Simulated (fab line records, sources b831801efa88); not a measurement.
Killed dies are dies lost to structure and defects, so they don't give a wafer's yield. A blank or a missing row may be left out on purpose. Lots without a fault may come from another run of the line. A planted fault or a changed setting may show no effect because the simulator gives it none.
One fault seen from 2 desks | flow sky130 | each desk has only its own numbers; what lay behind them comes last

THE TOOL OWNER'S DESK: rie_metal-02
The tool's own readings at SKY_CAPM_METAL_ETCH_13 (etches TiN in Cl2/BCl3, stops on SiO2, target depth 220 nm, time 62.9 s): means of the sampled wafers that have a number, for each lot that ran on this tool. A lot is out of limits, marked OUT, if its mean lies more than 4 standard deviations from the usual mean; the brackets give that distance.
Columns: A = bcl3_flow_sccm at SKY_CAPM_METAL_ETCH_13, usual 29.99 sccm; B = drypump_motor_current_A at SKY_CAPM_METAL_ETCH_13, usual 6.1 A; C = oes_product_au at SKY_CAPM_METAL_ETCH_13, usual 0.939 a.u.; D = rf_fwd_power_W at SKY_CAPM_METAL_ETCH_13, usual 893 W; E = run_length_s at SKY_CAPM_METAL_ETCH_13, usual 91.2 s; F = throttle_valve_pct at SKY_CAPM_METAL_ETCH_13, usual 21.903 %
lot  | first seen here | A     | B   | C     | D   | E    | F
L806 | day 38 17:08    | 30.04 | 6.0 | 0.927 | 895 | 91.0 | 21.903
L808 | day 39 02:25    | 29.94 | 5.8 | 0.941 | 893 | 91.3 | 21.898
L810 | day 39 21:40    | 29.94 | 5.9 | 0.938 | 892 | 91.0 | 21.906
L812 | day 41 14:52    | 29.96 | 5.9 | 0.964 | 893 | 88.2 | 21.885
L817 | day 41 21:15    | 29.99 | 6.0 | 0.961 | 899 | 88.2 | 21.895
This desk's finding: nothing out of limits on any of the 5 lots.

THE METROLOGY DESK
What the gauges read, lot by lot, whatever tool the lot ran on: means of the sampled wafers that have a number. A lot is out of limits, marked OUT, if its mean lies more than 4 standard deviations from the usual mean; the brackets give that distance.
Columns: A = CAPM_TIN_RS at SKY_CAPM_RS_MEAS_03, usual 6.93 ohm/sq
lot  | first seen here | A
L806 | day 37 16:27    | 7.05
L808 | day 38 01:41    | 6.93
L809 | day 38 15:38    | 6.96
L810 | day 38 20:01    | 6.92
L813 | day 40 14:27    | 6.95
L812 | day 40 15:16    | 6.89
L817 | day 40 21:57    | 6.95
L819 | day 41 10:41    | 6.94
L822 | day 42 03:50    | 6.84
L823 | day 42 07:53    | 6.82
L824 | day 42 17:43    | 6.96
This desk's finding: nothing out of limits on any of the 11 lots.

PUT TOGETHER
The tool owner's desk saw nothing out of limits.
The metrology desk saw nothing out of limits.

WHAT THE SIMULATOR HAD PUT IN
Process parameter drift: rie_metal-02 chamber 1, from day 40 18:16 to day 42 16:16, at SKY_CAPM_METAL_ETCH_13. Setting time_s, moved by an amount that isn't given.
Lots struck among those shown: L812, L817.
